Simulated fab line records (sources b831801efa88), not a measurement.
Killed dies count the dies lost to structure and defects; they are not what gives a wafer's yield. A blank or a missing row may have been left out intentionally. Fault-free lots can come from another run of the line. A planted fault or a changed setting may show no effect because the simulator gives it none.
Commonality check across tools :: flow gf180mcu :: 11 lots and 33 wafers in the sample

WHY IT WAS OPENED
At GF_NWELL_TW_MEAS_11 the reading NWELL_TW is flagged on 2 of 11 lots. Wafers without a fault read 1571, standard deviation 14.
Rule: a lot gets a flag if all its wafers with a number sit over 4 standard deviations from that mean, or if no wafer of it has a number. The rest of the lots are taken to be sound.

lot: L521
measured: day 3 07:23
on: film_metro-02
NWELL_TW, wafer by wafer: 1588 1587 1588
flag: 

lot: L522
measured: day 3 11:29
on: film_metro-04
NWELL_TW, wafer by wafer: 1570 1570 1569
flag: 

lot: L524
measured: day 4 08:52
on: film_metro-02
NWELL_TW, wafer by wafer: 1590 1593 1587
flag: 

lot: L525
measured: day 4 09:34
on: film_metro-02
NWELL_TW, wafer by wafer: 1581 1583 1588
flag: 

lot: L528
measured: day 5 06:39
on: film_metro-04
NWELL_TW, wafer by wafer: 1838 1834 1841
flag: FLAGGED

lot: L533
measured: day 6 01:54
on: film_metro-02
NWELL_TW, wafer by wafer: 1850 1868 1849
flag: FLAGGED

lot: L539
measured: day 7 10:13
on: film_metro-04
NWELL_TW, wafer by wafer: 1573 1570 1579
flag: 

lot: L540
measured: day 7 18:16
on: film_metro-04
NWELL_TW, wafer by wafer: 1569 1566 1575
flag: 

lot: L542
measured: day 8 01:53
on: film_metro-02
NWELL_TW, wafer by wafer: 1584 1589 1591
flag: 

lot: L543
measured: day 8 08:32
on: film_metro-03
NWELL_TW, wafer by wafer: 1558 1541 1550
flag: 

lot: L544
measured: day 8 13:45
on: film_metro-02
NWELL_TW, wafer by wafer: 1581 1588 1581
flag: 
The numbers of the flagged lots are 1847 on average: +276 against the usual, or +20 standard deviations.

WHICH TOOL RAN EACH LOT
Before the reading, the record contains 2 process steps out of a 602-step route. In each cell: the tool, then ch and the chambers that the sampled wafers went through, then the start.
lot: L521
flag: 
GF_DNWELL_COAT_02: litho_track-03 ch 0, day 2 11:45
GF_DNWELL_STRIP_08: plasma_asher-01 ch 0,1, day 2 18:50

lot: L522
flag: 
GF_DNWELL_COAT_02: litho_track-01 ch 0, day 2 17:18
GF_DNWELL_STRIP_08: plasma_asher-03 ch 0,1, day 2 23:32

lot: L524
flag: 
GF_DNWELL_COAT_02: litho_track-04 ch 0, day 3 11:56
GF_DNWELL_STRIP_08: plasma_asher-03 ch 0,1, day 3 19:17

lot: L525
flag: 
GF_DNWELL_COAT_02: litho_track-01 ch 0, day 3 12:05
GF_DNWELL_STRIP_08: plasma_asher-02 ch 0,1, day 3 19:19

lot: L528
flag: FLAGGED
GF_DNWELL_COAT_02: litho_track-01 ch 0, day 4 07:27
GF_DNWELL_STRIP_08: plasma_asher-01 ch 0,1, day 4 14:44

lot: L533
flag: FLAGGED
GF_DNWELL_COAT_02: litho_track-01 ch 0, day 5 03:24
GF_DNWELL_STRIP_08: plasma_asher-02 ch 0,1, day 5 10:55

lot: L539
flag: 
GF_DNWELL_COAT_02: litho_track-03 ch 0, day 6 10:03
GF_DNWELL_STRIP_08: plasma_asher-02 ch 0,1, day 6 18:15

lot: L540
flag: 
GF_DNWELL_COAT_02: litho_track-04 ch 0, day 6 17:41
GF_DNWELL_STRIP_08: plasma_asher-03 ch 0,1, day 7 01:55

lot: L542
flag: 
GF_DNWELL_COAT_02: litho_track-03 ch 0, day 7 01:55
GF_DNWELL_STRIP_08: plasma_asher-02 ch 1, day 7 09:38

lot: L543
flag: 
GF_DNWELL_COAT_02: litho_track-03 ch 0, day 7 07:32
GF_DNWELL_STRIP_08: plasma_asher-02 ch 0,1, day 7 15:38

lot: L544
flag: 
GF_DNWELL_COAT_02: litho_track-04 ch 0, day 7 13:35
GF_DNWELL_STRIP_08: plasma_asher-03 ch 0,1, day 7 21:25
What the steps here do:
- GF_DNWELL_COAT_02: resist thk 3000 nm.
- GF_DNWELL_STRIP_08: strips in O2/N2.
- GF_NWELL_TW_MEAS_11

FLAGGED AGAINST TOTAL, ONE TOOL AT A TIME (gauges that did the reading follow at the end)
step: GF_DNWELL_COAT_02
tool: litho_track-01
lots run: 4
flagged: 2
share of the flagged lots: all
sound lots run after its first flagged lot: 0

step: GF_DNWELL_COAT_02
tool: litho_track-03
lots run: 4
flagged: 0
share of the flagged lots: none
sound lots run after its first flagged lot: -

step: GF_DNWELL_COAT_02
tool: litho_track-04
lots run: 3
flagged: 0
share of the flagged lots: none
sound lots run after its first flagged lot: -

step: GF_DNWELL_STRIP_08
tool: plasma_asher-01
lots run: 2
flagged: 1
share of the flagged lots: some
sound lots run after its first flagged lot: 0

step: GF_DNWELL_STRIP_08
tool: plasma_asher-02
lots run: 5
flagged: 1
share of the flagged lots: some
sound lots run after its first flagged lot: 3 (L539,L542,L543)

step: GF_DNWELL_STRIP_08
tool: plasma_asher-03
lots run: 4
flagged: 0
share of the flagged lots: none
sound lots run after its first flagged lot: -

step: GF_NWELL_TW_MEAS_11
tool: film_metro-02
lots run: 6
flagged: 1
share of the flagged lots: some
sound lots run after its first flagged lot: 2 (L542,L544)

step: GF_NWELL_TW_MEAS_11
tool: film_metro-03
lots run: 1
flagged: 0
share of the flagged lots: none
sound lots run after its first flagged lot: -

step: GF_NWELL_TW_MEAS_11
tool: film_metro-04
lots run: 4
flagged: 1
share of the flagged lots: some
sound lots run after its first flagged lot: 2 (L539,L540)

WHAT THE TABLE ALLOWS
Rows of the table that ran each flagged lot: 1, that is litho_track-01 at GF_DNWELL_COAT_02.
- litho_track-01 at GF_DNWELL_COAT_02: 2 of its 4 lots flagged. Last sound lot L525 at day 3 12:05, first flagged lot L528 at day 4 07:27; a fault beginning in between fits.
Left over: one tool, litho_track-01 at GF_DNWELL_COAT_02.

WHAT WAS PUT IN BY THE SIMULATOR
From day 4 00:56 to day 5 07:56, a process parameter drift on litho_track-01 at GF_DNWELL_COAT_02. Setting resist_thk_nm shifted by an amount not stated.
Struck lots among those shown: L528, L533. This agrees with what the rule above found.
